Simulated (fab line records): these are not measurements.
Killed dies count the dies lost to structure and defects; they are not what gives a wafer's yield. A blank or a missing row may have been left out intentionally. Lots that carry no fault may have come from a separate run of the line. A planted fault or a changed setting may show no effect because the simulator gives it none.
Shared-tool check | flow sky130 | Lots sampled 12, wafers sampled 36

## REASON FOR OPENING
At SKY_VT_ADJUST_PCH_TW_MEAS_10 the reading VT_ADJUST_PCH_TW is flagged on 1 of 12 lots. No-fault wafers: 143.2, standard deviation 1.3.
Rule: a lot gets a flag if all its wafers with a number sit over 4 standard deviations from that mean, or if no wafer of it has a number. All remaining lots are regarded as sound.

lot  | measured     | on            | VT_ADJUST_PCH_TW, wafer by wafer | flag
L684 | day 11 05:08 | film metro-04 | 140.1 140.9 140.6                |
L685 | day 11 13:04 | film metro-02 | 144.5 143.7 144.3                |
L687 | day 12 09:46 | film metro-02 | 143.8 143.9 143.8                |
L688 | day 12 16:23 | film metro-03 | 142.0 142.3 142.9                |
L689 | day 12 19:29 | film metro-02 | 144.0 143.2 144.0                |
L690 | day 13 09:20 | film metro-02 | 144.4 143.3 142.7                |
L691 | day 13 18:46 | film metro-03 | 140.9 142.8 142.0                |
L694 | day 14 13:37 | film metro-02 | 30.2 30.3 30.2                   | FLAGGED
L696 | day 15 09:30 | film metro-03 | 143.3 144.3 144.1                |
L700 | day 16 18:42 | film metro-03 | 144.7 143.7 143.5                |
L702 | day 17 07:45 | film metro-03 | 143.2 143.7 142.9                |
L704 | day 17 19:25 | film metro-02 | 143.8 143.7 142.3                |
Average over the flagged lots: 30.2; offset from the usual -113.0, equal to -87 standard deviations.

## LOT BY LOT: THE TOOL USED
The record holds 2 process steps before the reading, out of a route of 708 steps. In each cell: the tool, then ch and the chambers that the sampled wafers went through, then the start.
lot  | flag    | SKY_NWELL_RTA_28                 | SKY_VT_ADJUST_PCH_EXPOSE_04
L684 |         | rtp anneal-01 ch 0, day 5 23:32  | iline stepper-02 ch 0, day 10 18:08
L685 |         | rtp anneal-01 ch 0, day 6 05:48  | iline stepper-02 ch 0, day 11 01:18
L687 |         | rtp anneal-01 ch 0, day 6 20:51  | iline stepper-02 ch 0, day 11 21:23
L688 |         | rtp anneal-02 ch 0, day 7 00:53  | iline stepper-02 ch 0, day 12 04:07
L689 |         | rtp anneal-01 ch 0, day 7 05:05  | iline stepper-02 ch 0, day 12 07:18
L690 |         | rtp anneal-01 ch 0, day 7 15:09  | iline stepper-02 ch 0, day 12 20:27
L691 |         | rtp anneal-02 ch 0, day 7 22:19  | iline stepper-02 ch 0, day 13 05:38
L694 | FLAGGED | rtp anneal-02 ch 0, day 8 12:44  | iline stepper-02 ch 0, day 14 00:17
L696 |         | rtp anneal-01 ch 0, day 9 04:47  | iline stepper-02 ch 0, day 14 19:58
L700 |         | rtp anneal-02 ch 0, day 10 06:31 | iline stepper-02 ch 0, day 16 04:05
L702 |         | rtp anneal-01 ch 0, day 10 17:09 | iline stepper-02 ch 0, day 16 17:04
L704 |         | rtp anneal-02 ch 0, day 11 02:36 | iline stepper-02 ch 0, day 17 04:38
What these steps do:
- SKY_NWELL_RTA_28: time 30 s.
- SKY_VT_ADJUST_PCH_EXPOSE_04: exposes mask NWM, target cd 840 nm.
- SKY_VT_ADJUST_PCH_TW_MEAS_10

## FLAGGED AGAINST TOTAL, ONE TOOL AT A TIME (gauges that did the reading follow at the end)
step                         | tool             | lots run | flagged | share of the flagged lots | sound lots run after its first flagged lot
SKY_NWELL_RTA_28             | rtp anneal-01    | 7        | 0       | none                      | -
SKY_NWELL_RTA_28             | rtp anneal-02    | 5        | 1       | all                       | 2 (L700,L704)
SKY_VT_ADJUST_PCH_EXPOSE_04  | iline stepper-02 | 12       | 1       | all                       | 4 (L696,L700,L702,L704)
SKY_VT_ADJUST_PCH_TW_MEAS_10 | film metro-02    | 6        | 1       | all                       | 1 (L704)
SKY_VT_ADJUST_PCH_TW_MEAS_10 | film metro-03    | 5        | 0       | none                      | -
SKY_VT_ADJUST_PCH_TW_MEAS_10 | film metro-04    | 1        | 0       | none                      | -

## WHAT THE TABLE ALLOWS
In the table, 3 rows ran each flagged lot (rtp anneal-02 at SKY_NWELL_RTA_28; iline stepper-02 at SKY_VT_ADJUST_PCH_EXPOSE_04; film metro-02 at SKY_VT_ADJUST_PCH_TW_MEAS_10).
- rtp anneal-02 at SKY_NWELL_RTA_28: 1 of its 5 lots flagged. Lots that were sound ran on it after the first flagged one (L700, L704); a persistent fault on the entire tool would not allow that.
- iline stepper-02 at SKY_VT_ADJUST_PCH_EXPOSE_04: 1 of its 12 lots flagged. Lots that were sound ran on it after the first flagged one (L696, L700, L702, L704); a persistent fault on the entire tool would not allow that.
- film metro-02 at SKY_VT_ADJUST_PCH_TW_MEAS_10: 1 of its 6 lots flagged. Lots that were sound ran on it after the first flagged one (L704); a persistent fault on the entire tool would not allow that.
No row of the table ran every flagged lot and no sound lot after the first.

## WHAT HAD BEEN PUT IN BY THE SIMULATOR
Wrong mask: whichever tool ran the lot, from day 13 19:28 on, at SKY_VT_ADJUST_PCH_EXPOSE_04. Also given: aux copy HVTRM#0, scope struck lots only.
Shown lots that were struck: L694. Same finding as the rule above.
